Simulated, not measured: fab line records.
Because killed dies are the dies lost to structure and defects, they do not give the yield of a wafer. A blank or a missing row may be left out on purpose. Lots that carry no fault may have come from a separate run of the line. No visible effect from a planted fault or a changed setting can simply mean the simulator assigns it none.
Chamber matching | flow gf180mcu | pecvd-04 running GF_SAB_CVD_00: 3 sister chambers
The step deposits SiO2 from TEOS, target thk 50 nm, time 4.9302 s. 3 wafers are shown with their chamber, then 9 later ones without.

## WAFERS PAIRED WITH THEIR CHAMBERS
wafer  | chamber | heater_power_w (W)
L520.5 | 0       | 561
L522.4 | 2       | 857
L522.5 | 1       | 677

## WAFERS WHOSE CHAMBER IS MISSING
wafer  | heater_power_w (W)
L523.1 | 796
L523.2 | 621
L523.6 | 608
L524.1 | 575
L524.3 | 794
L524.6 | 584
L526.1 | 579
L526.3 | 722
L526.5 | 643

## EACH ONE'S CHAMBER
wafer  | from the rows above     | in truth
L523.1 | can't be placed: 2 or 1 | 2
L523.2 | can't be placed: 1 or 0 | 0
L523.6 | can't be placed: 0 or 1 | 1
L524.1 | 0                       | 0
L524.3 | can't be placed: 2 or 1 | 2
L524.6 | can't be placed: 0 or 1 | 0
L526.1 | can't be placed: 0 or 1 | 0
L526.3 | 1                       | 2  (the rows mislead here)
L526.5 | can't be placed: 1 or 0 | 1
Placed correctly: 1 of 9. From these rows, 7 cannot be placed; in 7 the true chamber is one of the candidates. Wrongly placed: 1.
How it was worked out, from the rows above alone: a wafer's distance from a chamber is the root of the sum, over the readings, of the square of ((its reading less the chamber's mean) divided by the reading's scatter). If the next closest chamber is less than 2 further off than the closest, the wafer can't be placed; otherwise it belongs to the closest. The mean given for a chamber averages the wafers shown for that chamber. The scatter: with one shown wafer a chamber, the root of the mean of the squares of how far each hidden wafer lies from its nearest shown one.
